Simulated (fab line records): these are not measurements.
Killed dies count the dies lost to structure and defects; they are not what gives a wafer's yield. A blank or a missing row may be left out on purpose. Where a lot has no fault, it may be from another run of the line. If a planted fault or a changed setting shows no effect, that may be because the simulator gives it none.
A sampling plan put to the test	flow sky130	one fab line, 61 faults that these records tell of, each judged on the records of the lots that it struck
The line's own looks make up the plan; these are the steps of the route where a gauge or inspection reads the wafer and leaves it unchanged. Where struck wafers have a number at a look and the file lists that look's usual mean and standard deviation on fault-free wafers, the look can be judged. Caught: at a look after the fault's first step, the mean of the struck wafers lies 4 or more of those standard deviations (sigma) from the usual mean. On the tool: here the same test is run on the tool's own readings at the fault's steps. Caught also covers a different recipe on the struck wafers, or a record left blank for those wafers only.

## THE FAULTS, as the simulator had put them in
1. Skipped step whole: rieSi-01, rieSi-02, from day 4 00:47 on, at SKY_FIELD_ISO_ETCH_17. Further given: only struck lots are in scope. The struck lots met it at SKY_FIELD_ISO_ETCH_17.
2. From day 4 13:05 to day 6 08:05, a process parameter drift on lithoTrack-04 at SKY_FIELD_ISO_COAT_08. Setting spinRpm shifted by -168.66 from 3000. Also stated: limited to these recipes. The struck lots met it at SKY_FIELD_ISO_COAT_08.
3. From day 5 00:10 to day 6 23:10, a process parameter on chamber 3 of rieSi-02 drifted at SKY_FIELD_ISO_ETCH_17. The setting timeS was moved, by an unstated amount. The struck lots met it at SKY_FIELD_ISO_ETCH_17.
4. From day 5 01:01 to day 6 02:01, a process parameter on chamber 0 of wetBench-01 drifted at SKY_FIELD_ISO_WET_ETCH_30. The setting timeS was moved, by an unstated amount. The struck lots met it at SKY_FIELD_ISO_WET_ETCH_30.
5. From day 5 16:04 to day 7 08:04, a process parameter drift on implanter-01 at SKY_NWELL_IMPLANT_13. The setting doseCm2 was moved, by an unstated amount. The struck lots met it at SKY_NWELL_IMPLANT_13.
6. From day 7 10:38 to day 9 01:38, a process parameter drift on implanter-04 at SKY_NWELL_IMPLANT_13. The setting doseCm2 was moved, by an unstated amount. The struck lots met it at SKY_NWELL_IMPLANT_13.
7. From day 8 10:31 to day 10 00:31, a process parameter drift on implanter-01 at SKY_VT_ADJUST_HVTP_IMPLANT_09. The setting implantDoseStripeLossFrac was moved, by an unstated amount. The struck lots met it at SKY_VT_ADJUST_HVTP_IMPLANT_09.
8. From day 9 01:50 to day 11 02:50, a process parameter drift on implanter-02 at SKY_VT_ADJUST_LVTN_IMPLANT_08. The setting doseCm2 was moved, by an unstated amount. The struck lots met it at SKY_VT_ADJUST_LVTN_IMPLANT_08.
9. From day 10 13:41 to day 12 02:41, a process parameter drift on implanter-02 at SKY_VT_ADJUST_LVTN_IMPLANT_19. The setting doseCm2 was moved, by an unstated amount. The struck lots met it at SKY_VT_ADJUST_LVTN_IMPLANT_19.
10. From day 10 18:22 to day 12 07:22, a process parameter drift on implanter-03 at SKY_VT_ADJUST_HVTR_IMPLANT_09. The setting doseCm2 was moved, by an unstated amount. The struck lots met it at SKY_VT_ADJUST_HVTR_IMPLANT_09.
11. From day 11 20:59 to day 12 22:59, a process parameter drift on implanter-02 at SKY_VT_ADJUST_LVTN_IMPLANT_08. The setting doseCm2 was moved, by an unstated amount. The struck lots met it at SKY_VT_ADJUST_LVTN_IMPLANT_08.
12. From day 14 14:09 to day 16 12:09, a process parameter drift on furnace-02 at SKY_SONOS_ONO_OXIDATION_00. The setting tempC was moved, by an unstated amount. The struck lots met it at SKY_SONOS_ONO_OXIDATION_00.
13. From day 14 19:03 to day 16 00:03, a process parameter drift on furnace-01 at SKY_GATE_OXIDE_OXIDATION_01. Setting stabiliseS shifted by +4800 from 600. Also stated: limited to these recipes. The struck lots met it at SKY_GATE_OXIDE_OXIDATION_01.
14. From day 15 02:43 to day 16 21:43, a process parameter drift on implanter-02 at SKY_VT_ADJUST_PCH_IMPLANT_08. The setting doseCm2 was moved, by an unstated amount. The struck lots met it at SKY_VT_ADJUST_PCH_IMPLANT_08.
15. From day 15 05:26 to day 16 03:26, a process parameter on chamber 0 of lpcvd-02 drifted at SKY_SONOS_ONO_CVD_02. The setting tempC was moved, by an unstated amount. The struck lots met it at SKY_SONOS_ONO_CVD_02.
16. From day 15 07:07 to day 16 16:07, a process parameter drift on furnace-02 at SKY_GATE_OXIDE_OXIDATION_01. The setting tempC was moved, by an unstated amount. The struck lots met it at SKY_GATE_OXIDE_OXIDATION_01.
17. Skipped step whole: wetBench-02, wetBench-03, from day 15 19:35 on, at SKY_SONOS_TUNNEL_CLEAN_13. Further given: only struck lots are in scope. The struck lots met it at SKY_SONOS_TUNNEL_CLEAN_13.
18. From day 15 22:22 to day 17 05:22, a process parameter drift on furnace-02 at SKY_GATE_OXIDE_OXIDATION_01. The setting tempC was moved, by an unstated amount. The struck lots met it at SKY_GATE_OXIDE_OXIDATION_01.
19. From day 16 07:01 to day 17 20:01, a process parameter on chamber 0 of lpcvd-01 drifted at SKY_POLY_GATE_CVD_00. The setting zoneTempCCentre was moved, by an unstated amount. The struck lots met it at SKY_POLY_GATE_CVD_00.
20. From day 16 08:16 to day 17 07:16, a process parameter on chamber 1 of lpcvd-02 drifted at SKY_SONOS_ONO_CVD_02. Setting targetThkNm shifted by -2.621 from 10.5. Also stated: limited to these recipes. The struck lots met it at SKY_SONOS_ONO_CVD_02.
21. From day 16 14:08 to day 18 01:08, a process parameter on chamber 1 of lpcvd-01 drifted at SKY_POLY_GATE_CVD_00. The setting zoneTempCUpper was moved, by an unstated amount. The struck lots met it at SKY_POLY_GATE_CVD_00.
22. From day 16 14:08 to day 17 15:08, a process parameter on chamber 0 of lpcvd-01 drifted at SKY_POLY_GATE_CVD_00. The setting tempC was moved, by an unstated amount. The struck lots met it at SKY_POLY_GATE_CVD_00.
23. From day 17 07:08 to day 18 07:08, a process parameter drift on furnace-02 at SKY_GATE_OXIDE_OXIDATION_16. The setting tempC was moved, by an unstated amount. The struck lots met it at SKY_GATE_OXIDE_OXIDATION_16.
24. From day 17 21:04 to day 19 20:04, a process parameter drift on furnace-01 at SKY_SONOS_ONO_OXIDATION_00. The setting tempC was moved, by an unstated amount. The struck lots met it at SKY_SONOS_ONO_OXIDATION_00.
25. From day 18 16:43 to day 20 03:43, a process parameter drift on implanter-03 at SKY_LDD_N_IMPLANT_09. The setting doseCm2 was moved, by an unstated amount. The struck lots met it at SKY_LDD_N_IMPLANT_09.
26. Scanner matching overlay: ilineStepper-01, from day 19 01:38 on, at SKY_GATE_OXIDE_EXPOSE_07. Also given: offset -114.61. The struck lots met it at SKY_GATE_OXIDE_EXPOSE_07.
27. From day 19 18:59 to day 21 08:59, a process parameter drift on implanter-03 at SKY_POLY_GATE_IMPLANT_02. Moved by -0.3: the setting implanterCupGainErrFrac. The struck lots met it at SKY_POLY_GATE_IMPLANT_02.
28. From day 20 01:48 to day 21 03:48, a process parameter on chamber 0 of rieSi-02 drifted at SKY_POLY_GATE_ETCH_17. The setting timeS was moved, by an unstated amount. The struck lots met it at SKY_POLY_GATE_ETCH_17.
29. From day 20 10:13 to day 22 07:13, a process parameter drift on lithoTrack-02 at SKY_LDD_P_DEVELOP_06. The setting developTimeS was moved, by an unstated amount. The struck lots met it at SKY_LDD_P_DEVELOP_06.
30. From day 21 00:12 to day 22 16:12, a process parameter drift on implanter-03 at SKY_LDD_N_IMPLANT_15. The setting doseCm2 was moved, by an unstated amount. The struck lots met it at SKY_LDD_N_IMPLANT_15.
31. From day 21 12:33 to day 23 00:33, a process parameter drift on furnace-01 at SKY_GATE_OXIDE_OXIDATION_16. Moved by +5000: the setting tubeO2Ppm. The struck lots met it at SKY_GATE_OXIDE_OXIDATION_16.
32. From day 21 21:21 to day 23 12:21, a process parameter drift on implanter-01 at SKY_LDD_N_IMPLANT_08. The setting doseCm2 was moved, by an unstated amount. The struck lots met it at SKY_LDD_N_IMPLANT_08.
33. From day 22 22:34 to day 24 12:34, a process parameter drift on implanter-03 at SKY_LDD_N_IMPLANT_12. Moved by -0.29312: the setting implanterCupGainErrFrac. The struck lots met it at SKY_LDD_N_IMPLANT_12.
34. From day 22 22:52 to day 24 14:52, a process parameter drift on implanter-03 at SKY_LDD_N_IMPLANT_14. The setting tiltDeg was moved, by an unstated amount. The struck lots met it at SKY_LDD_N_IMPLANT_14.
35. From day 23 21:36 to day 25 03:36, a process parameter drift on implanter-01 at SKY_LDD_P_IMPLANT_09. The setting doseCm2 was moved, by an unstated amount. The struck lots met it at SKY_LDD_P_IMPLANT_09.
36. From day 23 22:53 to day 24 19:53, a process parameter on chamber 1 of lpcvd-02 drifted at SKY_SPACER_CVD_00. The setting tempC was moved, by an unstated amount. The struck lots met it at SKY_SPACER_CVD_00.
37. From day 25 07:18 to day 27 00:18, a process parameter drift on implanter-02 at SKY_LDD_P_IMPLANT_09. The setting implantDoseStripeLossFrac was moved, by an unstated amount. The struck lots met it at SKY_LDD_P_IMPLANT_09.
38. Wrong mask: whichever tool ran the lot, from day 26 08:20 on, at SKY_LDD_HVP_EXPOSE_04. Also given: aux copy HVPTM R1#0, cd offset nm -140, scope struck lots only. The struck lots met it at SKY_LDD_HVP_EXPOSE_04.
39. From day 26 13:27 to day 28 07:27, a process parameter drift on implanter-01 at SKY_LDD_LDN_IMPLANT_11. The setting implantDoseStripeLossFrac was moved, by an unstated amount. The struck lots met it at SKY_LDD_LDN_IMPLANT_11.
40. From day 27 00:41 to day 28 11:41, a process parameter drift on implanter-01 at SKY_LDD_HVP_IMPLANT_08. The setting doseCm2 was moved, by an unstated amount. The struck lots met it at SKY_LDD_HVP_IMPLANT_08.
41. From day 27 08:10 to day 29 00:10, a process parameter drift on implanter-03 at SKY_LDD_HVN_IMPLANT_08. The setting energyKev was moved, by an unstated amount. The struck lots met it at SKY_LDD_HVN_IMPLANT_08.
42. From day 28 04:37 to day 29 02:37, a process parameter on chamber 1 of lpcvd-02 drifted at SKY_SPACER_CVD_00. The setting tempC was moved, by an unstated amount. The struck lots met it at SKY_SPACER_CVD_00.
43. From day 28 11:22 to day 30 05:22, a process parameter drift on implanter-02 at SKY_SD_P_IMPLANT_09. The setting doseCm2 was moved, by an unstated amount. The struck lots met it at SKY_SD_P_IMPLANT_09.
44. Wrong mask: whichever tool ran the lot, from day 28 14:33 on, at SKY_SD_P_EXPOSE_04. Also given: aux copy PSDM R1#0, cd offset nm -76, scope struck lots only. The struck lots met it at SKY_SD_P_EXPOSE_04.
45. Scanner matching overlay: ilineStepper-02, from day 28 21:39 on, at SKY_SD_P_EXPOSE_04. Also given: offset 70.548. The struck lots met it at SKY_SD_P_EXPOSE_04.
46. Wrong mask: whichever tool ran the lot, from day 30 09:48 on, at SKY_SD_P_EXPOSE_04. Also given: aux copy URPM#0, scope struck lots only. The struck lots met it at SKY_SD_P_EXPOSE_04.
47. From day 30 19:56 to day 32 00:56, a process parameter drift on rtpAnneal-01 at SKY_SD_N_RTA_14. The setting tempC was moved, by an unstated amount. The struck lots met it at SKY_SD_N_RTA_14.
48. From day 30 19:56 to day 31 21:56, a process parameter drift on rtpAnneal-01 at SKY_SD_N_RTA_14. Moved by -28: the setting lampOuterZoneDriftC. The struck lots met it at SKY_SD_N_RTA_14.
49. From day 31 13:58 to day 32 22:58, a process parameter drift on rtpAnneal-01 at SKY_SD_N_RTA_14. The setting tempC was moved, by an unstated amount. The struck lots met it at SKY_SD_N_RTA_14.
50. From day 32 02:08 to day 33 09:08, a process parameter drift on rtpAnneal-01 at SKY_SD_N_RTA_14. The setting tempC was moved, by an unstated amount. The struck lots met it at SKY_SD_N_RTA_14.
51. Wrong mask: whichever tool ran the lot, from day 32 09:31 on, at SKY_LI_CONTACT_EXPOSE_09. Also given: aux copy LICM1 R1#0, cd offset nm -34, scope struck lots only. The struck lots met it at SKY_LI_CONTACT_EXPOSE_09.
52. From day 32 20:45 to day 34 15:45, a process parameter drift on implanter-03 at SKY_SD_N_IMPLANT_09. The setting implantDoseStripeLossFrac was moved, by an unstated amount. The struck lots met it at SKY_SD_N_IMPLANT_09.
53. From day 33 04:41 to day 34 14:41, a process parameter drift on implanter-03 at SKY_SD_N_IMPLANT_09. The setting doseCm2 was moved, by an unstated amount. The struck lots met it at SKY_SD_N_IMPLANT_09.
54. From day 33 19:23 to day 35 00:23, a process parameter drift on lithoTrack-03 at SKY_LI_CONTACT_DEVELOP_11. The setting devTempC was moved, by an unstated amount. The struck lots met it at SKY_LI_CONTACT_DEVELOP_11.
55. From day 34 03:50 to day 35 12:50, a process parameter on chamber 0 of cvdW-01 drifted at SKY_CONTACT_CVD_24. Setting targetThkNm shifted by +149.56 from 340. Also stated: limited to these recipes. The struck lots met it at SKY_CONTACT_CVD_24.
56. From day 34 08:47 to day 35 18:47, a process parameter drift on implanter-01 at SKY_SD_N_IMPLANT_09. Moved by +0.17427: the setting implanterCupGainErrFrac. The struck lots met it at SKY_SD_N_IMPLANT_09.
57. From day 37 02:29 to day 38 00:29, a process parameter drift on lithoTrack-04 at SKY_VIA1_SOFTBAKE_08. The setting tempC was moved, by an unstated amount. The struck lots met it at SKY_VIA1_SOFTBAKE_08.
58. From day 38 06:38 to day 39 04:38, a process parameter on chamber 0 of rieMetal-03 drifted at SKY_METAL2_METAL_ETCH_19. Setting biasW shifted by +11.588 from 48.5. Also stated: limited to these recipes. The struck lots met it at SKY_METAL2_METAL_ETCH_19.
59. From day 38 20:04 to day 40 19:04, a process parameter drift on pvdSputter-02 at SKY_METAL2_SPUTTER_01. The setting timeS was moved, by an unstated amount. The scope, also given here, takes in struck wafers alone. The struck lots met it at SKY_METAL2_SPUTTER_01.
60. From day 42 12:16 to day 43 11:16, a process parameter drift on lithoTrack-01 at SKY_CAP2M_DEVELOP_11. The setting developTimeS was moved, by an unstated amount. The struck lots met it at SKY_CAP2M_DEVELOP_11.
61. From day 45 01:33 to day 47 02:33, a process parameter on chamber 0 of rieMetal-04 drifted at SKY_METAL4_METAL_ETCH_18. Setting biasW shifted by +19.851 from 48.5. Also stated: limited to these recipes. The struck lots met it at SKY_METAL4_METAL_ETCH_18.

## WHAT THE PLAN SAW
fault	on the tool itself	first look that catches it	reading, sigma	median hours from its first step to that look	hours from the fault's start to the first struck lot there	judged looks passed uncaught
1	the tool's record is blank for the struck wafers	no look after it can be judged	-	-	-	0
2	spinSpeedRpm -99 or beyond sigma	not the one look that can be judged after it	-	-	-	1
3	runLengthS -99 or beyond sigma	none of the 2 looks that can be judged after it	-	-	-	2
4	runLengthS -8.0 sigma	none of the 4 looks that can be judged after it	-	-	-	4
5	doseIonsCm2 -99 or beyond sigma	SKY_NWELL_RS_MEAS_29	NWELL_RS +4.2	19.0	23	0
6	doseIonsCm2 -99 or beyond sigma	no look after it can be judged	-	-	-	0
7	under 2 sigma	none of the 3 looks that can be judged after it	strongest: VT_ADJUST_HVTP_TW at SKY_VT_ADJUST_HVTP_TW_MEAS_11, -2.5	-	-	3
8	doseIonsCm2 -99 or beyond sigma	SKY_VT_ADJUST_LVTN_TW_MEAS_10	VT_ADJUST_LVTN_TW -30	0.2	1	0
9	doseIonsCm2 +99 or beyond sigma	SKY_VT_ADJUST_LVTN_TW_MEAS_21	VT_ADJUST_LVTN_2_TW +14	0.2	12	0
10	doseIonsCm2 +99 or beyond sigma	SKY_VT_ADJUST_HVTR_TW_MEAS_11	VT_ADJUST_HVTR_TW +9.5	0.2	8	0
11	doseIonsCm2 +99 or beyond sigma	SKY_VT_ADJUST_LVTN_TW_MEAS_10	VT_ADJUST_LVTN_TW +19	0.2	5	0
12	tubeCenterTempC +99 or beyond sigma	SKY_SONOS_ONO_THK_MEAS_01	SONOS_ONO_OXIDATION_THK +22	1.4	11	0
13	under 2 sigma	none of the 5 looks that can be judged after it	-	-	-	5
14	doseIonsCm2 +99 or beyond sigma	SKY_VT_ADJUST_PCH_TW_MEAS_10	VT_ADJUST_PCH_TW +14	0.2	14	0
15	susceptorTempC +63 sigma	SKY_SONOS_ONO_THK_MEAS_03	SONOS_ONO_CVD_02_THK +41	1.6	7	0
16	tubeCenterTempC -69 sigma	none of the 2 looks that can be judged after it	strongest: GATE_OXIDE_OXIDATION_00_THK at SKY_GATE_OXIDE_THK_MEAS_02, -2.7	-	-	2
17	no reading that can be judged	none of the 5 looks that can be judged after it	-	-	-	5
18	tubeCenterTempC +99 or beyond sigma	SKY_GATE_OXIDE_THK_MEAS_02	GATE_OXIDE_OXIDATION_00_THK +9.7	1.4	12	0
19	spikeTcCentreC -21 sigma	SKY_POLY_GATE_THK_MEAS_01	POLY_GATE_CVD_00_THK -18	1.2	4	0
20	under 2 sigma	SKY_SONOS_ONO_THK_MEAS_03	SONOS_ONO_CVD_02_THK -20	1.0	17	0
21	spikeTcUpperC -40 sigma	SKY_POLY_GATE_THK_MEAS_01	POLY_GATE_CVD_00_THK -23	1.2	6	0
22	susceptorTempC -84 sigma	SKY_POLY_GATE_THK_MEAS_01	POLY_GATE_CVD_00_THK -51	1.2	8	0
23	tubeCenterTempC -88 sigma	no look after it can be judged	-	-	-	0
24	tubeCenterTempC -99 or beyond sigma	SKY_SONOS_ONO_THK_MEAS_01	SONOS_ONO_OXIDATION_THK -17	1.4	0	0
25	doseIonsCm2 -86 sigma	no look after it can be judged	-	-	-	0
26	under 2 sigma	SKY_GATE_OXIDE_OVL_MEAS_10	GATE_OXIDE_OVL -76	15.5	25	0
27	only faintly: beamOnS +2.9 sigma	no look after it can be judged	-	-	-	0
28	runLengthS -42 sigma	no look after it can be judged	-	-	-	0
29	under 2 sigma	SKY_LDD_P_CD_MEAS_07	cdNm +14	0.1	0	0
30	doseIonsCm2 +99 or beyond sigma	none of the 2 looks that can be judged after it	-	-	-	2
31	under 2 sigma	no look after it can be judged	-	-	-	0
32	doseIonsCm2 -99 or beyond sigma	no look after it can be judged	-	-	-	0
33	beamOnS +21 sigma	no look after it can be judged	-	-	-	0
34	tiltDeg -99 or beyond sigma	no look after it can be judged	-	-	-	0
35	doseIonsCm2 +49 sigma	SKY_LDD_P_TW_MEAS_11	LDD_P_TW +4.0	0.2	9	0
36	susceptorTempC +14 sigma	SKY_SPACER_THK_MEAS_01	SPACER_CVD_00_THK +10	1.2	12	0
37	under 2 sigma	SKY_LDD_P_TW_MEAS_11	LDD_P_TW -7.8	0.2	3	0
38	no reading that can be judged	not the one look that can be judged after it	-	-	-	1
39	under 2 sigma	none of the 6 looks that can be judged after it	-	-	-	6
40	doseIonsCm2 +55 sigma	not the one look that can be judged after it	strongest: LDD_HVP_TW at SKY_LDD_HVP_TW_MEAS_10, +2.7	-	-	1
41	beamEnergyKeV +99 or beyond sigma	SKY_LDD_HVN_TW_MEAS_10	LDD_HVN_TW +12	0.2	2	0
42	susceptorTempC +19 sigma	SKY_SPACER_THK_MEAS_01	SPACER_CVD_00_THK +15	1.5	6	0
43	doseIonsCm2 +40 sigma	no look after it can be judged	-	-	-	0
44	no reading that can be judged	SKY_SD_P_CD_MEAS_07	cdNm -31	13.5	20	0
45	no reading that can be judged	SKY_SD_P_OVL_MEAS_08	SD_P_OVL +44	13.8	28	0
46	under 2 sigma	SKY_SD_P_TW_MEAS_11	SD_P_TW -99 or beyond	13.5	18	0
47	wafer_temp_C_max +7.4 sigma	SKY_SD_N_RS_MEAS_16	SD_N_RS -13	0.2	11	0
48	under 2 sigma	SKY_SD_N_RS_MEAS_16	SD_N_RS +22	0.2	11	0
49	wafer_temp_C_max +36 sigma	SKY_SD_N_RS_MEAS_16	SD_N_RS -67	0.2	7	0
50	wafer_temp_C_max +13 sigma	SKY_SD_N_RS_MEAS_16	SD_N_RS -23	0.2	5	0
51	no reading that can be judged	SKY_LI_CONTACT_CD_MEAS_12	cdNm -22	13.2	15	0
52	no reading that can be judged	none of the 3 looks that can be judged after it	-	-	-	3
53	doseIonsCm2 -66 sigma	SKY_SD_N_RS_MEAS_16	SD_N_RS +4.4	0.7	5	0
54	developerTempC +21 sigma	not the one look that can be judged after it	-	-	-	1
55	under 2 sigma	SKY_CONTACT_RS_MEAS_25	CONTACT_W_RS -16	0.1	16	0
56	under 2 sigma	SKY_SD_N_RS_MEAS_16	SD_N_RS +12	0.7	7	0
57	plateTempC -35 sigma	none of the 2 looks that can be judged after it	-	-	-	2
58	biasW +89 sigma	not the one look that can be judged after it	-	-	-	1
59	under 2 sigma	no look after it can be judged	-	-	-	0
60	no reading that can be judged	not the one look that can be judged after it	-	-	-	1
61	biasW +99 or beyond sigma	no look after it can be judged	-	-	-	0
Dash: fault not caught, or number not given in these records.

Caught at a look: 32 of 61. Caught on the tool: 40 of 61. By one or the other: 51 of 61.
Caught on the tool alone: faults 1, 2, 3, 4, 6, 16, 23, 25, 28, 30, 32, 33, 34, 40, 43, 54, 57, 58, 61.
Caught at a look alone: faults 20, 26, 29, 37, 44, 45, 46, 48, 51, 55, 56.
Caught by neither: faults 7, 13, 17, 27, 31, 38, 39, 52, 59, 60.

## THINNER SAMPLING
In the worst case, this is how late the first struck lot would be measured if the look that catches a fault measured only every second or every third lot, by lot number:
fault	struck lots at that look, in order of time	every lot	every second lot	every third lot
5	L705, L707	23 h	may miss all 2	may miss all 2
8	L863, L867, L868	1 h	39 h	39 h
9	L583, L585	12 h	may miss all 2	may miss all 2
10	L222, L224, L226	8 h	may miss all 3	30 h
11	L201, L202	5 h	9 h	may miss all 2
12	L809, L810, L812	11 h	17 h	may miss all 3
14	L139, L140	14 h	20 h	may miss all 2
15	L693	7 h	may miss it	may miss it
18	L647, L648	12 h	19 h	may miss all 2
19	L715, L716	4 h	15 h	may miss all 2
20	L742	17 h	may miss it	may miss it
21	L471, L472	6 h	32 h	may miss all 2
22	L626	8 h	may miss it	may miss it
24	L591, L592, L593	0 h	3 h	12 h
26	L796, L798	25 h	may miss all 2	may miss all 2
29	L890, L895	0 h	43 h	may miss all 2
35	L574, L575	9 h	20 h	may miss all 2
36	L738	12 h	may miss it	may miss it
37	L690, L689	3 h	6 h	may miss all 2
41	L834, L835	2 h	8 h	may miss all 2
42	L926, L927	6 h	16 h	may miss all 2
44	L784	20 h	may miss it	may miss it
45	L206, L210	28 h	may miss all 2	may miss all 2
46	L339	18 h	may miss it	may miss it
47	L930, L933	11 h	25 h	may miss all 2
48	L351, L354	11 h	25 h	may miss all 2
49	L417, L419	7 h	may miss all 2	may miss all 2
50	L421, L423	5 h	may miss all 2	may miss all 2
51	L431	15 h	may miss it	may miss it
53	L376, L377	5 h	13 h	may miss all 2
55	L508, L510	16 h	may miss all 2	may miss all 2
56	L535, L536	7 h	19 h	may miss all 2
Hours are from the fault's start to the first struck lot that is measured. 4 sigma limit: tested on the pooled struck wafers, so a lone lot may be under it. Other struck lots may not be in these records.

## THE LONGEST TIMED WAY FROM STEP TO LOOK
For fault 5, SKY_NWELL_IMPLANT_13 and SKY_NWELL_RS_MEAS_29 are separated by a median of 19.0 hours. No look between them can be judged.
